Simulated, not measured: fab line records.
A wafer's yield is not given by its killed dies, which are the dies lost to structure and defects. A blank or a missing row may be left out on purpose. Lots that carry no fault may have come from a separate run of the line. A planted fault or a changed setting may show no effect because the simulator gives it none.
fab line records	flow sfq-line
record lots=6	wafers=18	last-day=91
route steps=325 shown M7@288 I7@296
lots that met no fault: taken from a fault-free run of the same line
start-h: the number of hours between the record's first day and the start of the first shown wafer of the lot	wait-h: hours from the lot's prior step to this one	" as in the row above	L1.1+2: a single row standing in for several wafers	- no value, or no start was given	* or withheld: withheld	< > ~ a bound
route shown NAME@n: names a module that has steps shown in the file, with the first one's number in the route	usual: mean/standard deviation taken from wafers without a fault	same: alike in all rows	chamber/n: place in a boat	sites: the reading at each site	_std_site: standard deviation of those values	_edge_site: outer sites' mean less inner sites'	radius-mm: for every site, how far away it sits from the centre of the wafer	mask NAME#n: copy n	behind: the last tool/chamber to shape the wafer	hold: reason for holding the lot/hours on hold/outcome of the hold	device: transistor that didn't switch, given as n, p or np	end of line: the route-end tests of the same wafers	where a step has no rows: the recipe by itself	killed: at the first sort, the dies lost to defects and structure; wafer yield is something else	map: the dies of a wafer, with x for killed, . for not killed, _ for no die there
set.NAME: setting as actually run; set.NAME@STEP: the setting as run at that earlier step	model.NAME: the simulator's own value behind a step, which no gauge read
lots at selected steps of the route; one table per step, one row per wafer
services: the hour from which a tool's chamber was out of use, counted from the record's first day as start-h (under 0 if before that day), plus the number of hours and why
## steps
# step SFQ_TRILAYER_M7_LITHO_EXPOSE_178
# recipe mask-id=M7	na=0.6	source-shape=conventional	sigma-outer=0.65	target-cd-nm=500	dose-mj=14.4
# step SFQ_TRILAYER_M7_LITHO_PEB_180
# recipe peb-temp-c=115	peb-time-s=60	resist=KrF
# step SFQ_TRILAYER_M7_LITHO_DEVELOP_179
# recipe time-s=60	resist=KrF
# step SFQ_M7_OVL_MEAS_945
# usual M7_OVL=0/5.4
lot.wafer	tool	chamber	start-h	wait-h	M7_OVL[nm]
L424.2	overlay-02	-	1908.00	0.1	-2
L424.5	"	-	"	"	-3
L424.6	"	-	"	"	-2
L431.1	overlay-01	-	1982.13	0.1	1
L431.4	"	-	"	"	-6
L431.5	"	-	"	"	6
L440.1	overlay-01	-	2060.92	0.1	8
L440.3	"	-	"	"	9
L440.6	"	-	"	"	9
L441.2	overlay-02	-	2062.13	0.1	-1
L441.3	"	-	"	"	-1
L441.6	"	-	"	"	1
L444.4	overlay-02	-	2081.40	0.1	2
L444.5	"	-	"	"	4
L444.6	"	-	"	"	3
L445.2	overlay-02	-	2088.59	0.1	4
L445.4	"	-	"	"	4
L445.6	"	-	"	"	2
# step SFQ_TRILAYER_M7_BARC_OPEN_METAL_ETCH_229
# recipe mask-material=PR	chemistry=O2	target-depth-nm=125	target=BARC	icp-w=600	bias-w=80	pressure-mtorr=10	time-s=41.7
# usual drypump-motor-current-A=5.9/0.47	oes-product-au=0.687/0.0045
lot.wafer	tool	chamber	start-h	wait-h	drypump-motor-current-A	oes-product-au	rf-hours-counter-h
L424.2	rie-metal-01	0	1908.03	0.0	6.4	0.692	78
L424.5	"	1	"	"	5.9	0.687	-
L424.6	"	0	"	"	6.4	0.682	-
L431.1	rie-metal-04	1	1982.16	0.0	5.8	0.683	102
L431.4	"	0	"	"	5.1	0.681	-
L431.5	"	0	"	"	5.1	0.677	-
L440.1	rie-metal-02	1	2060.96	0.0	5.4	0.696	77
L440.3	"	1	"	"	5.4	0.683	-
L440.6	"	1	"	"	5.4	0.690	-
L441.2	rie-metal-01	0	2062.16	0.0	6.5	0.689	97
L441.3	"	1	"	"	5.9	0.685	-
L441.6	"	1	"	"	5.9	0.683	-
L444.4	rie-metal-02	1	2081.44	0.0	5.4	0.689	-
L444.5	"	0	"	"	6.3	0.694	-
L444.6	"	1	"	"	5.4	0.686	-
L445.2	rie-metal-04	1	2088.62	0.0	5.8	0.697	113
L445.4	"	1	"	"	5.8	0.691	-
L445.6	"	1	"	"	5.8	0.683	-
# step SFQ_TRILAYER_M7_ETCH_METAL_ETCH_180
# recipe target=Nb	stop-on=SiO2	mask-material=PR	chemistry=Cl2/Ar	target-depth-nm=240	icp-w=579.8	bias-w=80	pressure-mtorr=10	time-s=120
# usual drypump-motor-current-A=5.9/0.47	oes-product-au=0.895/0.007
lot.wafer	tool	chamber	start-h	wait-h	drypump-motor-current-A	oes-product-au	rf-hours-counter-h
L424.2	rie-metal-01	0	1908.09	0.0	6.5	0.889	78
L424.5	"	1	"	"	5.9	0.889	-
L424.6	"	0	"	"	6.5	0.896	-
L431.1	rie-metal-04	1	1982.22	0.0	5.8	0.904	102
L431.4	"	0	"	"	5.1	0.901	-
L431.5	"	0	"	"	5.1	0.899	-
L440.1	rie-metal-02	1	2061.02	0.0	5.5	0.890	77
L440.3	"	1	"	"	5.4	0.895	-
L440.6	"	1	"	"	5.5	0.891	-
L441.2	rie-metal-01	0	2062.22	0.0	6.5	0.903	97
L441.3	"	1	"	"	5.9	0.887	-
L441.6	"	1	"	"	5.9	0.902	-
L444.4	rie-metal-02	1	2081.52	0.1	5.4	0.903	-
L444.5	"	0	"	"	6.3	0.908	-
L444.6	"	1	"	"	5.4	0.908	-
L445.2	rie-metal-04	1	2088.68	0.0	5.9	0.892	113
L445.4	"	1	"	"	5.8	0.895	-
L445.6	"	1	"	"	5.9	0.896	-
# step SFQ_TRILAYER_M7_STRIP_STRIP_181
# recipe gas=O2	power-w=200	platen-temp-c=40	overash-fraction=0.65	chemistry=O2	pressure-mtorr=50
# usual drypump-motor-current-A=5.9/0.47	oes-product-au=1.000/0.0066
lot.wafer	tool	chamber	start-h	wait-h	drypump-motor-current-A	oes-product-au	rf-hours-counter-h
L424.2	rie-metal-01	0	1908.22	0.1	6.5	0.994	78
L424.5	"	1	"	"	5.9	1.007	-
L424.6	"	0	"	"	6.4	0.988	-
L431.1	rie-metal-04	1	1982.35	0.1	5.9	1.008	102
L431.4	"	0	"	"	5.1	1.002	-
L431.5	"	0	"	"	5.1	0.998	-
L440.1	rie-metal-02	1	2061.14	0.1	5.4	1.001	77
L440.3	"	1	"	"	5.4	1.003	-
L440.6	"	1	"	"	5.5	0.997	-
L441.2	rie-metal-01	0	2062.34	0.1	6.4	0.990	97
L441.3	"	1	"	"	5.9	0.999	-
L441.6	"	1	"	"	5.9	0.999	-
L444.4	rie-metal-02	1	2081.81	0.2	5.5	1.003	-
L444.5	"	0	"	"	6.3	0.990	-
L444.6	"	1	"	"	5.4	1.001	-
L445.2	rie-metal-04	1	2088.81	0.1	5.9	1.009	114
L445.4	"	1	"	"	5.8	1.007	-
L445.6	"	1	"	"	5.8	1.005	-
# step SFQ_TRILAYER_M7_STRIP_SOLV_CLEAN_182
# recipe chemistry=NMP	temp-c=70	time-s=600
# step SFQ_TRILAYER_I7_DEP_PECVD_183
# recipe material=SiO2	temp-c=150	time-s=111.11	pressure-torr=2.4	rf-w=183.3	precursor=SiH4/N2O	target-thk-nm=500
# step SFQ_TRILAYER_I7_CMP_CMP_184
# recipe material=SiO2	down-force-psi=3	platen-rpm=60	pad-velocity-m-s=0.94248
# usual motor-current-A=9.9/1.5	platen-rpm=60.00/0.041	time-to-endpoint-s=217/6.4
lot.wafer	tool	chamber	start-h	wait-h	motor-current-A	platen-rpm	time-to-endpoint-s
L424.2	cmp-01	3	1913.77	4.7	8.8	60.03	216
L424.5	"	2	1915.27	6.2	12.0	60.00	214
L424.6	"	3	"	"	8.5	59.96	221
L431.1	cmp-01	3	1984.98	1.8	8.3	59.99	219
L431.4	"	1	1985.98	2.8	9.9	60.05	215
L431.5	"	2	"	"	12.4	60.03	214
L440.1	cmp-02	1	2062.70	0.7	10.3	60.04	220
L440.3	"	2	"	"	11.4	60.00	224
L440.6	"	2	2065.20	3.2	11.7	59.93	223
L441.2	cmp-02	2	2066.20	3.0	11.9	59.99	219
L441.3	"	0	2067.20	4.0	10.5	60.02	212
L441.6	"	2	2068.20	5.0	11.9	60.01	221
L444.4	cmp-01	0	2083.96	1.5	8.2	59.96	226
L444.5	"	1	"	"	9.7	59.94	222
L444.6	"	2	"	"	11.9	60.02	220
L445.2	cmp-01	1	2089.66	0.0	9.0	59.99	217
L445.4	"	3	2090.66	1.0	8.2	59.99	220
L445.6	"	1	2091.66	2.0	9.4	59.97	223
# step SFQ_I7_BOW_MEAS_946
# recipe mode=bow
# usual I7_BOW=8/10
lot.wafer	tool	chamber	start-h	wait-h	I7_BOW[um]
L424.2	film-metro-04	-	1916.29	2.0	-6
L424.5	"	-	"	"	3
L424.6	"	-	"	"	-16
L431.1	film-metro-04	-	1987.48	2.0	-4
L431.4	"	-	"	"	7
L431.5	"	-	"	"	0
L440.1	film-metro-04	-	2065.70	2.5	4
L440.3	"	-	"	"	-2
L440.6	"	-	"	"	-14
L441.2	film-metro-04	-	2068.72	2.0	12
L441.3	"	-	"	"	13
L441.6	"	-	"	"	12
L444.4	film-metro-03	-	2085.52	1.1	11
L444.5	"	-	"	"	19
L444.6	"	-	"	"	6
L445.2	film-metro-04	-	2092.68	2.5	-6
L445.4	"	-	"	"	-3
L445.6	"	-	"	"	-7
# step SFQ_TRILAYER_I7_METRO_MEASURE_185
# step SFQ_TRILAYER_I7_VIA_LITHO_COAT_192
# recipe resist=BARC	spin-rpm=3000	resist-thk-nm=62
# usual spin-speed-rpm=2999.8/1.9
lot.wafer	tool	chamber	start-h	wait-h	spin-speed-rpm	model.BARC_of_TRILAYER_I7_VIA_LITHO_COAT_192.thk-nm
L424.2	litho-track-02	0	1917.64	0.8	2999.0	62
L424.5	"	0	"	"	3000.9	61.75
L424.6	"	0	"	"	2998.8	61.87
L431.1	litho-track-02	0	1988.80	1.0	2998.5	62.09
L431.4	"	0	"	"	2998.5	62.17
L431.5	"	0	"	"	2998.2	62.43
L440.1	litho-track-02	0	2067.02	1.0	2999.9	58.5
L440.3	"	0	"	"	2998.1	58.62
L440.6	"	0	"	"	3001.0	58.69
L441.2	litho-track-02	0	2070.07	0.8	2999.5	58.59
L441.3	"	0	"	"	3001.7	58.42
L441.6	"	0	"	"	2998.9	58.52
L444.4	litho-track-03	0	2086.93	0.6	3003.3	61.99
L444.5	"	0	"	"	3004.6	62.17
L444.6	"	0	"	"	3000.3	62.32
L445.2	litho-track-04	0	2094.03	0.8	3001.2	62.15
L445.4	"	0	"	"	2998.9	62.19
L445.6	"	0	"	"	2998.9	62.2
# step SFQ_TRILAYER_I7_VIA_LITHO_COAT_187
# recipe resist=KrF	spin-rpm=3000	resist-thk-nm=650
# step SFQ_TRILAYER_I7_VIA_LITHO_SOFTBAKE_191
# recipe temp-c=withheld	time-s=withheld	resist=KrF
# step SFQ_TRILAYER_I7_VIA_LITHO_EXPOSE_188
# recipe mask-id=I7	na=0.6	source-shape=conventional	sigma-outer=0.65	target-cd-nm=1000	dose-mj=21.3
# step SFQ_TRILAYER_I7_VIA_LITHO_PEB_190
# recipe peb-temp-c=115	peb-time-s=60	resist=KrF
# step SFQ_TRILAYER_I7_VIA_LITHO_DEVELOP_189
# recipe time-s=60	resist=KrF
# step SFQ_I7_OVL_MEAS_947
# usual I7_OVL=2/5
lot.wafer	tool	chamber	start-h	wait-h	I7_OVL[nm]
L424.2	overlay-02	-	2017.05	0.1	5
L424.5	"	-	"	"	1
L424.6	"	-	"	"	6
L431.1	overlay-01	-	2083.78	0.1	1
L431.4	"	-	"	"	2
L431.5	"	-	"	"	-1
L440.1	overlay-01	-	2150.33	0.1	6
L440.3	"	-	"	"	2
L440.6	"	-	"	"	1
L441.2	overlay-01	-	2155.14	0.1	-3
L441.3	"	-	"	"	2
L441.6	"	-	"	"	-2
L444.4	overlay-02	-	2170.75	0.1	2
L444.5	"	-	"	"	0
L444.6	"	-	"	"	1
L445.2	overlay-01	-	2174.34	0.1	4
L445.4	"	-	"	"	2
L445.6	"	-	"	"	4
# step SFQ_TRILAYER_I7_VIA_BARC_OPEN_VIA_ETCH_260
# recipe mask-material=PR	chemistry=O2	target-depth-nm=125	target=BARC	source-w=488.5	bias-w=80	pressure-mtorr=30	time-s=41.7
# usual drypump-motor-current-A=5.8/0.36	oes-product-au=0.685/0.0044
lot.wafer	tool	chamber	start-h	wait-h	drypump-motor-current-A	oes-product-au	rf-hours-counter-h	model.etch.depth-nm
L424.2	rie-diel-01	0	2017.08	0.0	5.4	0.683	11	62
L424.5	"	0	"	"	5.4	0.681	-	61.75
L424.6	"	1	"	"	5.8	0.678	-	61.87
L431.1	rie-diel-01	0	2083.82	0.0	5.4	0.688	11	62.09
L431.4	"	1	"	"	5.8	0.684	13	62.17
L431.5	"	2	"	"	6.3	0.690	-	62.43
L440.1	rie-diel-01	2	2150.37	0.0	6.3	0.676	4	58.5
L440.3	"	0	"	"	5.4	0.665	12	58.62
L440.6	"	0	"	"	5.4	0.666	-	58.69
L441.2	rie-diel-02	1	2155.17	0.0	6.0	0.670	3	58.59
L441.3	"	3	"	"	5.4	0.666	2	58.42
L441.6	"	1	"	"	6.0	0.668	-	58.52
L444.4	rie-diel-02	2	2170.77	0.0	6.1	0.686	4	61.99
L444.5	"	2	"	"	6.1	0.688	-	62.17
L444.6	"	1	"	"	6.0	0.688	-	62.32
L445.2	rie-diel-01	0	2174.37	0.0	5.4	0.691	12	62.15
L445.4	"	2	"	"	6.2	0.680	4	62.19
L445.6	"	3	"	"	5.9	0.687	-	62.2
# step SFQ_TRILAYER_I7_VIA_ETCH_VIA_ETCH_190
# recipe target=SiO2	stop-on=Nb	mask-material=PR	taper-deg=20	chemistry=CHF3	target-depth-nm=260	source-w=500	bias-w=80	pressure-mtorr=30	time-s=withheld
# usual drypump-motor-current-A=5.8/0.36	oes-product-au=0.854/0.0053
lot.wafer	tool	chamber	start-h	wait-h	drypump-motor-current-A	oes-product-au
L424.2	rie-diel-01	0	2017.12	0.0	5.4	0.853
L424.5	"	0	"	"	5.4	0.858
L424.6	"	1	"	"	5.8	0.855
L431.1	rie-diel-01	0	2083.86	0.0	5.4	0.852
L431.4	"	1	"	"	5.8	0.850
L431.5	"	2	"	"	6.2	0.855
L440.1	rie-diel-01	2	2150.41	0.0	6.2	0.855
L440.3	"	0	"	"	5.4	0.843
L440.6	"	0	"	"	5.4	0.848
L441.2	rie-diel-02	1	2155.21	0.0	6.0	0.852
L441.3	"	3	"	"	5.4	0.849
L441.6	"	1	"	"	6.0	0.845
L444.4	rie-diel-02	2	2170.81	0.0	6.1	0.866
L444.5	"	2	"	"	6.1	0.852
L444.6	"	1	"	"	6.0	0.858
L445.2	rie-diel-01	0	2174.41	0.0	5.5	0.855
L445.4	"	2	"	"	6.3	0.851
L445.6	"	3	"	"	5.9	0.854
## services
tool	chamber	start-h	hours	kind
rie-diel-01	-	1919.90	15.6	pm
cmp-01	-	1939.81	4.0	pm
rie-diel-02	0	1941.64	8.5	repair
cmp-01	-	1942.96	2.2	repair
rie-metal-02	-	1943.66	0.6	repair
rie-diel-02	1	1953.35	4.9	repair
rie-diel-02	0	1953.53	16.2	repair
rie-diel-01	3	1980.62	4.9	repair
rie-metal-02	1	1987.41	16.4	repair
rie-diel-02	0	2005.07	12.8	repair
rie-diel-02	2	2006.78	2.9	repair
rie-metal-04	0	2014.91	3.7	repair
rie-diel-02	-	2022.15	0.9	repair
rie-diel-01	1	2024.01	3.5	repair
rie-metal-01	-	2030.23	4.2	repair
rie-metal-04	-	2033.06	1.3	repair
rie-diel-02	0	2043.22	4.0	repair
cmp-01	-	2054.02	11.8	repair
rie-metal-04	1	2059.49	8.6	repair
rie-diel-01	1	2104.88	23.7	repair
rie-diel-01	0	2118.01	10.5	repair
cmp-01	-	2131.21	2.4	repair
rie-diel-02	1	2133.75	1.5	repair
cmp-01	-	2167.61	3.5	pm
## key
first-sign step=SFQ_TRILAYER_I7_VIA_BARC_OPEN_VIA_ETCH_260	reading=oes-product-au	direction=down	sigmas=3.7	usual=0.685	struck=0.668
effect none on later readings
model-effect step=SFQ_TRILAYER_I7_VIA_LITHO_COAT_192	value=BARC_of_TRILAYER_I7_VIA_LITHO_COAT_192.thk-nm	without=61.93	struck=58.56
model-effect step=SFQ_TRILAYER_I7_VIA_BARC_OPEN_VIA_ETCH_260	value=etch.depth-nm	without=61.93	struck=58.56
met-at SFQ_TRILAYER_I7_VIA_LITHO_COAT_192
struck-wafers L440.1,L440.3,L440.6,L441.2,L441.3,L441.6
onset-between 1988.80 2067.02
also-fits SFQ_TRILAYER_I7_CMP_CMP_184:cmp-02
fault kind=process-parameter-drift	tool=litho-track-02	chamber=-	onset-h=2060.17	steps=SFQ_TRILAYER_I7_VIA_LITHO_COAT_192	channel=resist-thk-nm	offset=-3.3784	shape=step	end-h=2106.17	acts-in=these-recipes-only	stated=62
